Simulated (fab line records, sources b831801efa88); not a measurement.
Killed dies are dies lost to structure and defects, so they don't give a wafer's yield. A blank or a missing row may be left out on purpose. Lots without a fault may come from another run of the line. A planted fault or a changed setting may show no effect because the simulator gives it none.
Problem report in the 8D (eight disciplines) form, filled by code | flow sky130 | the parts of the form that need people (team, actions taken, sign-off) are left out

1. THE PROBLEM
PWDE_TW at SKY_PWDE_TW_MEAS_10 reads a mean of 413.6 on 6 wafers of 2 lots; wafers without a fault read 376.1 with a standard deviation of 2.7. That is +14 standard deviations from the usual mean.
First seen on wafer L560.2, day 7 05:56, on film_metro-02. The record holds 32 wafers of 11 lots with a number at this step. Rule for "out", or "out of limits": more than 4 standard deviations from the usual mean. The other wafers with a number count as sound.

2. WHAT IT IS AND WHAT IT IS NOT
question                    | is                           | is not
which readings at this step | PWDE_TW                      | -
which lots                  | L560, L562                   | L547, L548, L549, L550, L551, L554, L563, L568, L569
which wafers of those lots  | all that have a number       | -
read on which gauges        | film_metro-02, film_metro-04 | film_metro-03
when                        | from day 7 05:56             | up to then (18 sound wafers); but 8 sound wafers of L563, L568, L569 came after

3. SUSPECTS, AND WHAT RULES EACH OUT
Counting: a tool at a process step up to the reading stays a suspect if it ran every lot that is out and no sound lot after the first of them.
- the gauge at SKY_PWDE_TW_MEAS_10: ruled out. The wafers that are out were read on 2 gauges (film_metro-02, film_metro-04).
- implanter-02 at SKY_PWDE_IMPLANT_08: kept. It ran every lot that is out, first L560 (day 7 05:42), and no sound lot after that; its last sound lot up to then is L550 (day 5 14:02). Its own readings are out on those wafers: beam_on_s, faraday_current_uA.
Left after counting: implanter-02 at SKY_PWDE_IMPLANT_08.

4. THE CAUSE (what the simulator had put in)
Process parameter drift: implanter-02, from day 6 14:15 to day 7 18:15, at SKY_PWDE_IMPLANT_08. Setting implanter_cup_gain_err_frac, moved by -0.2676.
Counting left only this tool.

5. THE CHAIN OF EFFECTS, in route order
Each row: a reading whose mean over the struck wafers that have a number lies more than 3 standard deviations from the usual. Only readings for which the record gives a usual standard deviation are gone through. hours: the time from each lot's start at the first step in this table that gives one to its start at this step, as a median over the lots. sigmas: the change in usual standard deviations.
hours | step                 | reading            | usual       | on struck wafers | change | sigmas
0     | SKY_PWDE_IMPLANT_08  | beam_on_s          | 10.01 s     | 13.61            | +3.60  | +17
0     | SKY_PWDE_IMPLANT_08  | faraday_current_uA | 20.3        | 14.9             | -5.4   | -13
0     | SKY_PWDE_TW_MEAS_10  | PWDE_TW            | 376.1       | 413.6            | +37.5  | +14
41    | SKY_NWELL_RS_MEAS_31 | PWDE_RS            | 5274 ohm/sq | 4133             | -1141  | -67
The process steps in it:
- SKY_PWDE_IMPLANT_08

6. WHAT WOULD HAVE CAUGHT IT SOONER
In this record the first reading out of limits at a measuring or inspecting step was taken at day 7 05:56, 16 hours after the fault began at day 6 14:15.
The tool's own readings at SKY_PWDE_IMPLANT_08 were out on every struck wafer that the step has a row for (beam_on_s, faraday_current_uA): an alarm limit on them would have fired on the first of those.
Of the lots that are out (2), L562 began SKY_PWDE_IMPLANT_08 on implanter-02 after day 7 05:56. A hold on the tool at that time would have spared it.
